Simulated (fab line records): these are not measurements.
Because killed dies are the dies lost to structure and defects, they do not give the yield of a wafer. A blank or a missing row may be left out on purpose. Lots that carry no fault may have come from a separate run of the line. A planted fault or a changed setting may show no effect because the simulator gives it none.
Matching of chambers    flow sky130    cmp-01 running SKY_VIA2_CMP_02: 4 sister chambers
The step polishes SiO2. 4 wafers are shown with their chamber, then 12 later ones without.

## WAFERS, EACH WITH ITS CHAMBER
wafer   chamber  motorCurrentA (A)
L083.3  2        12.0
L086.5  0        11.6
L088.3  3        13.3
L088.6  1        11.3

## WAFERS WHOSE CHAMBER IS MISSING
wafer   motorCurrentA (A)
L089.2  11.2
L089.3  12.8
L089.5  11.5
L090.2  11.8
L090.3  11.9
L090.4  11.2
L093.2  11.4
L093.3  13.5
L093.5  11.7
L097.1  11.1
L097.2  12.1
L097.4  11.6

## CHAMBER TAKEN BY EACH
wafer    from the rows above            in truth
L089.2   can't be placed: 1 or 0        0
L089.3   can't be placed: 3 or 2        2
L089.5   can't be placed: 0 or 1        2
L090.2   can't be placed: 2 or 0 or 1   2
L090.3   can't be placed: 2 or 0        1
L090.4   can't be placed: 1 or 0        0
L093.2   can't be placed: 1 or 0        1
L093.3   3                              3
L093.5   can't be placed: 0 or 2 or 1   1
L097.1   can't be placed: 1 or 0        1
L097.2   2                              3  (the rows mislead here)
L097.4   can't be placed: 0 or 1        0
Correct placement for 1 of the 12. From these rows, 10 cannot be placed; in 8 the true chamber is one of the candidates. Placed wrongly: 1.
How it was worked out, from the rows above alone: a wafer's distance from a chamber is the root of the sum, over the readings, of the square of ((its reading less the chamber's mean) divided by the reading's scatter). If the next closest chamber is less than 2 further off than the closest, the wafer can't be placed; otherwise it belongs to the closest. A chamber's mean is the mean of its shown wafers. The scatter (one wafer shown for each chamber): square how far every hidden wafer sits from the nearest shown wafer, average those squares and take the square root.
